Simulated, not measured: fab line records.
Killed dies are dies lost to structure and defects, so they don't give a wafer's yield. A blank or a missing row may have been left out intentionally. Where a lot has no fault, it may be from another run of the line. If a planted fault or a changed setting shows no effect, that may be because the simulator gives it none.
fab line records	flow sky130
record lots=5	wafers=15	last_day=50
route steps=708 shown LDD_N@247 LDD_P@255 LDD_HVN@267 LDD_HVP@278 PAD_OPEN@708
lots that met no fault: taken from a fault-free run of the same line
start_h: the number of hours between the record's first day and the start of the first shown wafer of the lot	wait_h: hours from the lot's prior step to this one	" repeats the value in the row above	L1.1+2: several wafers, shown together as one row	- either no value or no given start	* or withheld: withheld	< > ~ a bound
route shown NAME@n: NAME is a module with steps in the file, n the number in the route of the first one	usual: mean and standard deviation over wafers with no fault	same: alike in all rows	chamber/n: place in a boat	sites: the reading at each site	_std_site: their standard deviation	_edge_site: mean of outer sites minus mean of inner sites	radius_mm: how far each site lies from the wafer's centre	mask NAME#n: copy n	behind: tool/chamber where the wafer was last shaped	hold: cause of the lot's hold/its duration in hours/its outcome	device: the transistor (n, p or np) that didn't switch	end of line: the same wafers' tests at the end of the route	a step without rows: its recipe alone	killed: count of dies lost to structure and defects at first sort (not the wafer's yield)	map: shows each die of a wafer: x if killed, . if not, _ if none is there
set.NAME: the setting that was run; set.NAME@STEP: the one run at that earlier step	model.NAME: the simulator's own value behind a step, which no gauge read
lots seen at some steps along the route; tables by step, rows by wafer
services: when a tool's chamber went out of use (start_h, in hours from the record's first day, below 0 if earlier), for how many hours, and the reason
## steps
# step SKY_LDD_N_IMPLANT_10
# recipe species=As	energy_kev=20	dose_cm2=7.5e+13	tilt_deg=withheld	rotation_deg=203
# step SKY_LDD_N_IMPLANT_11
# recipe species=As	energy_kev=20	dose_cm2=7.5e+13	tilt_deg=withheld	rotation_deg=293
# step SKY_LDD_N_IMPLANT_12
# recipe species=BF2	energy_kev=50	dose_cm2=5e+12	tilt_deg=30	rotation_deg=0
# step SKY_LDD_N_IMPLANT_13
# recipe species=BF2	energy_kev=50	dose_cm2=5e+12	tilt_deg=30	rotation_deg=90
# step SKY_LDD_N_IMPLANT_14
# recipe species=BF2	energy_kev=50	dose_cm2=5e+12	tilt_deg=30	rotation_deg=180
# step SKY_LDD_N_IMPLANT_15
# recipe species=BF2	energy_kev=50	dose_cm2=5e+12	tilt_deg=30	rotation_deg=270
# step SKY_LDD_N_STRIP_16
# recipe chemistry=O2/N2	power_w=1400	pressure_mtorr=1500	platen_temp_c=withheld	o2_flow_sccm=3000	n2_flow_sccm=300	overash_fraction=0.5
# usual drypump_motor_current_A=5.4/0.42	oes_product_au=0.405/0.0046	strip_time_to_endpoint_s=4.311/0.015
lot.wafer	tool	chamber	start_h	wait_h	drypump_motor_current_A	oes_product_au	rf_hours_counter_h	strip_time_to_endpoint_s
L208.2	plasma_asher-01	0	445.78	0.1	4.9	0.406	1	4.305
L208.4	"	1	"	"	5.8	0.407	-	4.315
L208.6	"	1	"	"	5.8	0.402	-	4.306
L216.1	plasma_asher-04	0	512.54	0.1	5.7	0.421	36	4.284
L216.3	"	0	"	"	5.7	0.413	-	4.315
L216.5	"	0	"	"	5.7	0.404	-	4.287
L218.4	plasma_asher-04	0	547.01	0.1	5.7	0.402	-	4.316
L218.5	"	0	"	"	5.7	0.402	-	4.298
L218.6	"	1	"	"	5.1	0.409	-	4.295
L224.1	plasma_asher-01	0	585.09	0.1	4.9	0.402	15	4.328
L224.4	"	1	"	"	5.8	0.401	-	4.319
L224.5	"	0	"	"	4.9	0.400	-	4.303
L227.3	plasma_asher-01	1	610.38	0.1	5.8	0.415	-	4.325
L227.4	"	0	"	"	4.9	0.411	-	4.350
L227.5	"	1	"	"	5.8	0.412	-	4.355
# step SKY_LDD_N_TW_MEAS_17
# usual LDD_N_TW=2578/24
lot.wafer	tool	chamber	start_h	wait_h	LDD_N_TW
L208.2	film_metro-01	-	445.89	0.1	2561
L208.4	"	-	"	"	2554
L208.6	"	-	"	"	2564
L216.1	film_metro-03	-	512.64	0.1	2613
L216.3	"	-	"	"	2611
L216.5	"	-	"	"	2614
L218.4	film_metro-02	-	547.11	0.1	2568
L218.5	"	-	"	"	2587
L218.6	"	-	"	"	2575
L224.1	film_metro-03	-	585.19	0.1	2618
L224.4	"	-	"	"	2617
L224.5	"	-	"	"	2615
L227.3	film_metro-03	-	610.46	0.1	2597
L227.4	"	-	"	"	2599
L227.5	"	-	"	"	2608
# step SKY_LDD_P_DEHYDRATE_00
# recipe temp_c=200	time_s=60
# step SKY_LDD_P_HMDS_01
# recipe prime_time_s=60	prime_temp_c=120
# step SKY_LDD_P_COAT_02
# recipe resist=NOVOLAK	spin_rpm=3000	resist_thk_nm=1140
# step SKY_LDD_P_SOFTBAKE_03
# recipe temp_c=90	time_s=60	resist=NOVOLAK
# step SKY_LDD_P_EXPOSE_04
# recipe mask_id=PSDM	na=0.6	source_shape=conventional	sigma_outer=0.6	polarization=unpolarized	target_cd_nm=380	dose_mj=138
# usual focus_offset_nm=0.1/0.54
lot.wafer	tool	chamber	start_h	wait_h	mask	focus_offset_nm
L208.2	iline_stepper-01	0	461.16	-	PSDM#0	-0.1
L208.4	"	0	"	"	PSDM#0	-0.3
L208.6	"	0	"	"	PSDM#0	0.3
L216.1	iline_stepper-02	0	526.94	-	PSDM#0	0.0
L216.3	"	0	"	"	PSDM#0	0.3
L216.5	"	0	"	"	PSDM#0	0.8
L218.4	iline_stepper-01	0	562.43	-	HVPTM#0	-0.4
L218.5	"	0	"	"	HVPTM#0	0.0
L218.6	"	0	"	"	HVPTM#0	0.5
L224.1	iline_stepper-01	0	599.92	-	PSDM#0	0.6
L224.4	"	0	"	"	PSDM#0	0.3
L224.5	"	0	"	"	PSDM#0	0.6
L227.3	iline_stepper-02	0	625.65	-	PSDM#0	-0.4
L227.4	"	0	"	"	PSDM#0	0.1
L227.5	"	0	"	"	PSDM#0	-0.4
# step SKY_LDD_P_PEB_05
# recipe temp_c=withheld	time_s=*	resist=NOVOLAK
# step SKY_LDD_P_DEVELOP_06
# recipe resist=NOVOLAK	developer=TMAH	develop_time_s=60	dev_temp_c=23
# step SKY_LDD_P_CD_MEAS_07
# recipe target_cd_nm=380
# usual cd_nm=379.7/2.3
lot.wafer	tool	chamber	start_h	wait_h	cd_nm
L208.2	cd_sem-02	-	476.94	0.1	380.3
L208.4	"	-	"	"	381.0
L208.6	"	-	"	"	380.5
L216.1	cd_sem-02	-	541.99	0.1	381.2
L216.3	"	-	"	"	377.6
L216.5	"	-	"	"	379.6
L218.4	cd_sem-01	-	577.11	0.1	-
L218.5	"	-	"	"	-
L218.6	"	-	"	"	-
L224.1	cd_sem-02	-	613.57	0.1	379.4
L224.4	"	-	"	"	379.7
L224.5	"	-	"	"	379.0
L227.3	cd_sem-02	-	639.28	0.1	382.6
L227.4	"	-	"	"	381.9
L227.5	"	-	"	"	383.0
# step SKY_LDD_P_OVL_MEAS_08
# usual LDD_P_OVL=0.8/1.4
lot.wafer	tool	chamber	start_h	wait_h	LDD_P_OVL[nm]
L208.2	overlay-02	-	477.04	0.1	0.7
L208.4	"	-	"	"	0.0
L208.6	"	-	"	"	1.0
L216.1	overlay-02	-	542.11	0.1	-0.8
L216.3	"	-	"	"	-1.5
L216.5	"	-	"	"	-1.3
L218.4	overlay-01	-	577.19	0.1	-
L218.5	"	-	"	"	-
L218.6	"	-	"	"	-
L224.1	overlay-01	-	613.69	0.1	3.4
L224.4	"	-	"	"	2.4
L224.5	"	-	"	"	1.8
L227.3	overlay-02	-	639.37	0.1	-1.4
L227.4	"	-	"	"	-0.6
L227.5	"	-	"	"	0.2
# step SKY_LDD_P_IMPLANT_09
# recipe species=BF2	energy_kev=25	dose_cm2=1e+13	tilt_deg=withheld
# step SKY_LDD_P_STRIP_10
# recipe chemistry=O2/N2	power_w=1400	pressure_mtorr=1500	platen_temp_c=withheld	o2_flow_sccm=3000	n2_flow_sccm=300	overash_fraction=0.5
# usual drypump_motor_current_A=5.5/0.44	oes_product_au=0.715/0.0045	strip_time_to_endpoint_s=14.182/0.029
lot.wafer	tool	chamber	start_h	wait_h	drypump_motor_current_A	oes_product_au	rf_hours_counter_h	strip_time_to_endpoint_s
L208.2	plasma_asher-01	1	477.22	0.1	5.8	0.708	4	14.194
L208.4	"	1	"	"	5.8	0.717	-	14.194
L208.6	"	1	"	"	5.8	0.714	-	14.193
L216.1	plasma_asher-03	0	542.30	0.1	6.0	0.717	89	14.231
L216.3	"	1	"	"	5.0	0.718	-	14.199
L216.5	"	0	"	"	6.0	0.720	-	14.229
L218.4	plasma_asher-02	0	577.39	0.1	6.0	0.714	-	14.147
L218.5	"	1	"	"	5.4	0.709	-	14.146
L218.6	"	0	"	"	6.0	0.713	-	14.151
L224.1	plasma_asher-02	0	613.87	0.1	6.0	0.717	81	14.221
L224.4	"	0	"	"	6.0	0.717	-	14.202
L224.5	"	0	"	"	6.0	0.718	-	14.221
L227.3	plasma_asher-02	1	639.58	0.1	5.4	0.712	-	14.171
L227.4	"	0	"	"	6.0	0.711	-	14.164
L227.5	"	0	"	"	6.0	0.722	-	14.204
# step SKY_LDD_P_TW_MEAS_11
# usual LDD_P_TW=644/7.3
lot.wafer	tool	chamber	start_h	wait_h	LDD_P_TW
L208.2	film_metro-02	-	477.33	0.1	636
L208.4	"	-	"	"	638
L208.6	"	-	"	"	638
L216.1	film_metro-03	-	542.40	0.1	635
L216.3	"	-	"	"	635
L216.5	"	-	"	"	639
L218.4	film_metro-04	-	577.49	0.1	31
L218.5	"	-	"	"	31
L218.6	"	-	"	"	31
L224.1	film_metro-04	-	613.97	0.1	654
L224.4	"	-	"	"	649
L224.5	"	-	"	"	652
L227.3	film_metro-04	-	639.67	0.1	652
L227.4	"	-	"	"	649
L227.5	"	-	"	"	648
# step SKY_LDD_HVN_DEHYDRATE_00
# recipe temp_c=200	time_s=60
# step SKY_LDD_HVN_HMDS_01
# recipe prime_time_s=60	prime_temp_c=120
# step SKY_LDD_HVN_COAT_02
# recipe resist=NOVOLAK	spin_rpm=3000	resist_thk_nm=300
# step SKY_LDD_HVN_SOFTBAKE_03
# recipe temp_c=90	time_s=60	resist=NOVOLAK
# step SKY_LDD_HVN_EXPOSE_04
# recipe mask_id=HVNTM	na=0.6	source_shape=conventional	sigma_outer=0.6	polarization=unpolarized	target_cd_nm=700	dose_mj=127
# step SKY_LDD_HVN_PEB_05
# recipe temp_c=withheld	time_s=*	resist=NOVOLAK
# step SKY_LDD_HVN_DEVELOP_06
# recipe resist=NOVOLAK	developer=TMAH	develop_time_s=60	dev_temp_c=23
# step SKY_LDD_HVN_OVL_MEAS_07
# usual LDD_HVN_OVL=1.4/1.1
lot.wafer	tool	chamber	start_h	wait_h	LDD_HVN_OVL[nm]
L208.2	overlay-02	-	507.37	0.1	1.2
L208.4	"	-	"	"	2.5
L208.6	"	-	"	"	2.2
L216.1	overlay-01	-	572.01	0.1	-0.8
L216.3	"	-	"	"	0.3
L216.5	"	-	"	"	-0.1
L218.4	overlay-01	-	606.38	0.1	1.5
L218.5	"	-	"	"	1.4
L218.6	"	-	"	"	0.9
L224.1	overlay-02	-	643.79	0.1	-0.6
L224.4	"	-	"	"	-0.1
L224.5	"	-	"	"	-0.4
L227.3	overlay-02	-	667.83	0.1	2.3
L227.4	"	-	"	"	2.3
L227.5	"	-	"	"	0.0
# step SKY_LDD_HVN_IMPLANT_08
# recipe species=P	energy_kev=60	dose_cm2=3.041e+13	tilt_deg=40
# step SKY_LDD_HVN_STRIP_09
# recipe chemistry=O2/N2	power_w=1400	pressure_mtorr=1500	platen_temp_c=withheld	o2_flow_sccm=3000	n2_flow_sccm=300	overash_fraction=0.5
# usual drypump_motor_current_A=5.5/0.38	oes_product_au=0.409/0.0042	strip_time_to_endpoint_s=4.139/0.014
lot.wafer	tool	chamber	start_h	wait_h	drypump_motor_current_A	oes_product_au	rf_hours_counter_h	strip_time_to_endpoint_s
L208.2	plasma_asher-01	1	507.55	0.1	5.8	0.411	7	4.148
L208.4	"	0	"	"	4.9	0.409	-	4.144
L208.6	"	0	"	"	4.9	0.407	-	4.164
L216.1	plasma_asher-01	1	572.19	0.1	5.8	0.410	14	4.135
L216.3	"	1	"	"	5.8	0.404	-	4.136
L216.5	"	0	"	"	4.9	0.398	-	4.130
L218.4	plasma_asher-04	0	606.58	0.1	5.7	0.407	-	4.150
L218.5	"	0	"	"	5.7	0.403	-	4.143
L218.6	"	1	"	"	5.1	0.410	-	4.134
L224.1	plasma_asher-04	0	643.98	0.1	5.7	0.412	48	4.125
L224.4	"	1	"	"	5.0	0.409	-	4.142
L224.5	"	1	"	"	5.1	0.413	-	4.139
L227.3	plasma_asher-04	0	668.04	0.1	5.7	0.414	-	4.155
L227.4	"	1	"	"	5.0	0.414	-	4.157
L227.5	"	0	"	"	5.7	0.408	-	4.133
# step SKY_LDD_HVN_TW_MEAS_10
# usual LDD_HVN_TW=1439/25
lot.wafer	tool	chamber	start_h	wait_h	LDD_HVN_TW
L208.2	film_metro-02	-	507.66	0.1	1443
L208.4	"	-	"	"	1436
L208.6	"	-	"	"	1435
L216.1	film_metro-02	-	572.29	0.1	1449
L216.3	"	-	"	"	1439
L216.5	"	-	"	"	1440
L218.4	film_metro-04	-	606.67	0.1	1475
L218.5	"	-	"	"	1472
L218.6	"	-	"	"	1481
L224.1	film_metro-01	-	644.08	0.1	1404
L224.4	"	-	"	"	1416
L224.5	"	-	"	"	1405
L227.3	film_metro-02	-	668.12	0.1	1432
L227.4	"	-	"	"	1445
L227.5	"	-	"	"	1441
# step SKY_LDD_HVP_DEHYDRATE_00
# recipe temp_c=200	time_s=60
# step SKY_LDD_HVP_HMDS_01
# recipe prime_time_s=60	prime_temp_c=120
# step SKY_LDD_HVP_COAT_02
# recipe resist=NOVOLAK	spin_rpm=3000	resist_thk_nm=300
# step SKY_LDD_HVP_SOFTBAKE_03
# recipe temp_c=90	time_s=60	resist=NOVOLAK
# step SKY_LDD_HVP_EXPOSE_04
# recipe mask_id=HVPTM	na=0.6	source_shape=conventional	sigma_outer=0.6	polarization=unpolarized	target_cd_nm=700	dose_mj=86
# step SKY_LDD_HVP_PEB_05
# recipe temp_c=withheld	time_s=*	resist=NOVOLAK
# step SKY_LDD_HVP_DEVELOP_06
# recipe resist=NOVOLAK	developer=TMAH	develop_time_s=60	dev_temp_c=23
# step SKY_LDD_HVP_OVL_MEAS_07
# usual LDD_HVP_OVL=-0.5/1.4
lot.wafer	tool	chamber	start_h	wait_h	LDD_HVP_OVL[nm]
L208.2	overlay-02	-	537.46	0.1	-1.2
L208.4	"	-	"	"	-1.1
L208.6	"	-	"	"	-1.4
L216.1	overlay-01	-	601.61	0.1	-2.0
L216.3	"	-	"	"	-0.6
L216.5	"	-	"	"	-0.8
L218.4	overlay-02	-	635.03	0.1	-1.5
L218.5	"	-	"	"	-1.5
L218.6	"	-	"	"	-1.7
L224.1	overlay-02	-	672.05	0.1	1.5
L224.4	"	-	"	"	0.5
L224.5	"	-	"	"	-1.0
L227.3	overlay-01	-	696.32	0.1	-2.0
L227.4	"	-	"	"	0.1
L227.5	"	-	"	"	-0.8
# step SKY_LDD_HVP_IMPLANT_08
# recipe species=B	energy_kev=20	dose_cm2=1.7e+13	tilt_deg=17.9
# step SKY_LDD_HVP_STRIP_09
# recipe chemistry=O2/N2	power_w=1400	pressure_mtorr=1500	platen_temp_c=withheld	o2_flow_sccm=3000	n2_flow_sccm=300	overash_fraction=0.5
# usual drypump_motor_current_A=5.5/0.4	oes_product_au=0.409/0.0046	strip_time_to_endpoint_s=4.136/0.014
lot.wafer	tool	chamber	start_h	wait_h	drypump_motor_current_A	oes_product_au	rf_hours_counter_h	strip_time_to_endpoint_s
L208.2	plasma_asher-02	1	537.64	0.1	5.4	0.411	73	4.145
L208.4	"	0	"	"	6.0	0.408	-	4.146
L208.6	"	1	"	"	5.4	0.405	-	4.143
L216.1	plasma_asher-04	1	601.79	0.1	5.0	0.413	44	4.129
L216.3	"	1	"	"	5.1	0.409	-	4.135
L216.5	"	0	"	"	5.7	0.413	-	4.134
L218.4	plasma_asher-02	0	635.23	0.1	6.0	0.408	-	4.137
L218.5	"	0	"	"	6.0	0.406	-	4.133
L218.6	"	1	"	"	5.4	0.408	-	4.128
L224.1	plasma_asher-03	1	672.24	0.1	5.0	0.408	102	4.141
L224.4	"	0	"	"	6.0	0.420	-	4.153
L224.5	"	0	"	"	6.0	0.412	-	4.154
L227.3	plasma_asher-02	0	696.53	0.1	6.0	0.402	-	4.114
L227.4	"	1	"	"	5.4	0.404	-	4.134
L227.5	"	1	"	"	5.4	0.405	-	4.126
# step SKY_LDD_HVP_TW_MEAS_10
# usual LDD_HVP_TW=456/8.3
lot.wafer	tool	chamber	start_h	wait_h	LDD_HVP_TW
L208.2	film_metro-04	-	537.75	0.1	468
L208.4	"	-	"	"	466
L208.6	"	-	"	"	465
L216.1	film_metro-03	-	601.89	0.1	458
L216.3	"	-	"	"	459
L216.5	"	-	"	"	458
L218.4	film_metro-03	-	635.32	0.1	704
L218.5	"	-	"	"	704
L218.6	"	-	"	"	701
L224.1	film_metro-01	-	672.34	0.1	446
L224.4	"	-	"	"	445
L224.5	"	-	"	"	443
L227.3	film_metro-03	-	696.61	0.1	457
L227.4	"	-	"	"	458
L227.5	"	-	"	"	459
# step SKY_PAD_OPEN_PROBE_99
# usual killed_at_M0_to_M3=45/7.5	killed_at_M4_up=2.8/1.9	killed_at_contacts=25/5.5	killed_at_front_end=14/4	killed_at_other=0.3/0.75	killed_dies=87/9.4	killed_on_rim=17/3.8	killed_open=47/6.6	killed_short=39/6.6
# same gross_dies=492	killed_at_back_side=0
lot.wafer	tool	chamber	start_h	wait_h	killed_at_M0_to_M3	killed_at_M4_up	killed_at_contacts	killed_at_front_end	killed_at_other	killed_dies	killed_on_rim	killed_open	killed_short
L208.2	prober-02	-	1110.11	0.1	36	4	24	17	0	81	20	48	33
L208.4	prober-02	-	1110.21	0.2	35	1	28	13	0	77	14	38	39
L208.6	prober-02	-	1110.31	0.2	36	6	23	20	0	85	15	42	43
L216.1	prober-02	-	1160.32	0.1	60	3	23	12	1	99	22	62	37
L216.3	prober-02	-	1160.42	0.2	39	3	26	13	1	82	13	45	37
L216.5	prober-02	-	1160.52	0.2	69	1	15	11	0	96	15	58	38
L218.4	prober-01	-	1171.38	0.2	51	1	23	415	2	492	96	54	33
L218.5	prober-01	-	1171.43	0.2	48	2	24	418	0	492	96	40	47
L218.6	prober-01	-	1171.48	0.2	49	1	36	406	0	492	96	49	50
L227.3	prober-02	-	1207.61	0.2	31	1	32	10	0	74	18	40	34
L227.4	prober-02	-	1207.66	0.2	44	4	27	20	1	96	23	47	49
L227.5	prober-02	-	1207.71	0.2	46	3	22	20	1	92	17	49	43
# killed by level:class
L208.2 VIA1:geometric_particle:open=9 LI_CONTACT:geometric_particle:open=7 FIELD_ISO:geometric_particle:open=6 CONTACT:geometric_particle:open=6 VIA2:geometric_particle:open=6 METAL1:geometric_particle:short=5 VIA3:geometric_particle:open=5 CONTACT:geometric_particle:short=4
L208.4 CONTACT:geometric_particle:open=11 METAL2:geometric_particle:short=7 LI_CONTACT:geometric_particle:open=6 LI_CONTACT:geometric_particle:short=5 VIA1:geometric_particle:open=5 METAL3:geometric_particle:short=4 POLY_GATE:geometric_particle:short=4 METAL1:geometric_particle:short=4
L208.6 CONTACT:geometric_particle:open=11 VIA1:geometric_particle:open=7 CONTACT:geometric_particle:short=6 VIA1:geometric_particle:short=6 VIA3:geometric_particle:open=6 METAL4:geometric_particle:short=6 FIELD_ISO:geometric_particle:short=5 FIELD_ISO:geometric_particle:open=5
L216.1 VIA1:geometric_particle:open=16 VIA3:geometric_particle:open=13 VIA2:geometric_particle:open=8 LI_CONTACT:geometric_particle:open=7 CONTACT:geometric_particle:open=6 POLY_GATE:geometric_particle:short=5 VIA2:geometric_particle:short=5 LOCAL_INTERCONNECT:geometric_particle:short=4
L216.3 VIA2:geometric_particle:open=9 CONTACT:geometric_particle:open=9 LI_CONTACT:geometric_particle:open=6 METAL1:geometric_particle:short=6 CONTACT:geometric_particle:short=5 VIA3:geometric_particle:open=5 METAL2:geometric_particle:short=5 VIA1:geometric_particle:open=4
L216.5 VIA1:geometric_particle:open=19 VIA2:geometric_particle:open=12 VIA3:geometric_particle:open=8 METAL2:geometric_particle:short=8 LI_CONTACT:geometric_particle:open=6 LOCAL_INTERCONNECT:geometric_particle:short=5 VIA2:geometric_particle:short=5 POLY_GATE:geometric_particle:short=4
L218.4 LDD_P:area_expose=405 CONTACT:geometric_particle:open=11 VIA3:geometric_particle:open=11 VIA1:geometric_particle:open=10 VIA2:geometric_particle:open=8 LI_CONTACT:geometric_particle:open=6 VIA3:geometric_particle:short=5 METAL3:geometric_particle:short=5
L218.5 LDD_P:area_expose=405 VIA1:geometric_particle:open=11 METAL1:geometric_particle:short=9 METAL2:geometric_particle:short=8 FIELD_ISO:geometric_particle:short=7 VIA2:geometric_particle:open=7 LI_CONTACT:geometric_particle:short=6 LI_CONTACT:geometric_particle:open=5
L218.6 LDD_P:area_expose=393 CONTACT:geometric_particle:open=13 VIA2:geometric_particle:open=12 METAL1:geometric_particle:short=7 VIA1:geometric_particle:open=7 LI_CONTACT:geometric_particle:open=6 LOCAL_INTERCONNECT:geometric_particle:short=6 CONTACT:geometric_particle:short=6
L227.3 CONTACT:geometric_particle:open=11 LI_CONTACT:geometric_particle:open=10 LOCAL_INTERCONNECT:geometric_particle:short=6 VIA1:geometric_particle:open=6 VIA1:geometric_particle:short=5 METAL1:geometric_particle:short=4 VIA2:geometric_particle:open=4 VIA3:geometric_particle:open=4
L227.4 CONTACT:geometric_particle:open=10 VIA1:geometric_particle:open=9 VIA3:geometric_particle:open=9 CONTACT:geometric_particle:short=7 FIELD_ISO:geometric_particle:short=6 POLY_GATE:geometric_particle:open=6 METAL1:geometric_particle:short=6 VIA1:geometric_particle:short=5
L227.5 VIA1:geometric_particle:open=18 LOCAL_INTERCONNECT:geometric_particle:short=7 METAL1:geometric_particle:short=6 POLY_GATE:geometric_particle:open=5 CONTACT:geometric_particle:open=5 FIELD_ISO:geometric_particle:short=4 FIELD_ISO:geometric_particle:open=4 LI_CONTACT:geometric_particle:short=4
# map L218.4 (x killed, . not)
__________xxxxxxxxxx_________
________xxxxxxxxxxxxxx_______
______xxxxxxxxxxxxxxxxxx_____
_____xxxxxxxxxxxxxxxxxxxx____
____xxxxxxxxxxxxxxxxxxxxxx___
___xxxxxxxxxxxxxxxxxxxxxxxx__
__xxxxxxxxxxxxxxxxxxxxxxxxxx_
_xxxxxxxxxxxxxxxxxxxxxxxxxxxx
_xxxxxxxxxxxxxxxxxxxxxxxxxxxx
_xxxxxxxxxxxxxxxxxxxxxxxxxxxx
_xxxxxxxxxxxxxxxxxxxxxxxxxxxx
_xxxxxxxxxxxxxxxxxxxxxxxxxxxx
_xxxxxxxxxxxxxxxxxxxxxxxxxxxx
_xxxxxxxxxxxxxxxxxxxxxxxxxxxx
_xxxxxxxxxxxxxxxxxxxxxxxxxxxx
__xxxxxxxxxxxxxxxxxxxxxxxxxx_
___xxxxxxxxxxxxxxxxxxxxxxxx__
____xxxxxxxxxxxxxxxxxxxxxx___
_____xxxxxxxxxxxxxxxxxxxx____
______xxxxxxxxxxxxxxxxxx_____
________xxxxxxxxxxxxxx_______
__________xxxxxxxxxx_________
# map L208.6 (x killed, . not)
__________.........x_________
________......x......._______
______.....x...xx......._____
_____.x..................____
____x......xx....xxxx.....___
___..x.................x...__
__xx.....xx.............x.x._
_......x....xx....x..........
_...x...x.x..............x..x
_.x.x.....x...x.........x....
_x......x.....x.......x......
_...x.xx...xx..x.x.......xx.x
_.......x..x..x..............
_.....x...x.........x.....xx.
_..x.x........x....x...x..x..
__.xx.......x...xxx........._
___........x....xxx........__
____x.....x.........x.....___
_____.....xx...x.........____
______x...........x....x_____
________..........x..._______
__________....x....x_________
## services
tool	chamber	start_h	hours	kind
plasma_asher-01	0	430.25	-	clean
plasma_asher-01	1	430.25	-	clean
iline_stepper-02	-	437.48	1.7	pm
plasma_asher-03	-	455.57	0.7	repair
iline_stepper-02	-	459.57	2.1	pm
iline_stepper-02	-	461.66	-	consumable_replace:lamp
iline_stepper-02	-	471.49	5.6	repair
plasma_asher-01	-	481.46	3.8	repair
iline_stepper-01	-	512.78	1.7	pm
plasma_asher-01	-	557.41	2.3	repair
plasma_asher-03	-	568.71	1.1	repair
plasma_asher-03	-	570.49	1.9	repair
plasma_asher-04	-	617.57	4.3	repair
plasma_asher-01	-	641.11	6.0	repair
iline_stepper-02	-	641.29	2.9	repair
iline_stepper-02	-	655.66	1.7	pm
plasma_asher-03	-	681.42	1.1	repair
plasma_asher-01	-	686.55	2.7	repair
plasma_asher-01	-	693.12	0.7	repair
## key
first_sign step=SKY_LDD_P_EXPOSE_04	reading=mask	direction=changed
effect step=SKY_LDD_P_CD_MEAS_07	reading=cd_nm	direction=missing
effect step=SKY_LDD_P_OVL_MEAS_08	reading=LDD_P_OVL	direction=missing
effect step=SKY_LDD_P_TW_MEAS_11	reading=LDD_P_TW	direction=down	sigmas=84	usual=644	struck=31
effect step=SKY_LDD_HVP_TW_MEAS_10	reading=LDD_HVP_TW	direction=up	sigmas=30	usual=456	struck=703
effect step=SKY_PAD_OPEN_PROBE_99	reading=killed_at_front_end	direction=up	sigmas=99+	usual=14	struck=413
more_kills_born_at SKY_LDD_P_EXPOSE_04@iline_stepper-01=1203
met_at SKY_LDD_P_EXPOSE_04
struck_wafers L218.4,L218.5,L218.6
tester_left_out L218
onset_between 461.16 562.43
fault kind=wrong_mask	tool=any	chamber=-	onset_h=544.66	steps=SKY_LDD_P_EXPOSE_04	aux_copy=HVPTM#0	scope=struck_lots_only
# tester_left_out: of these lots the tester's yield and bins aren't shown, on N5 and GAA mostly nor the transistor test; their killed dies are dies lost to structure and defects alone, not to doping, threshold or leakage, so they don't give the yield
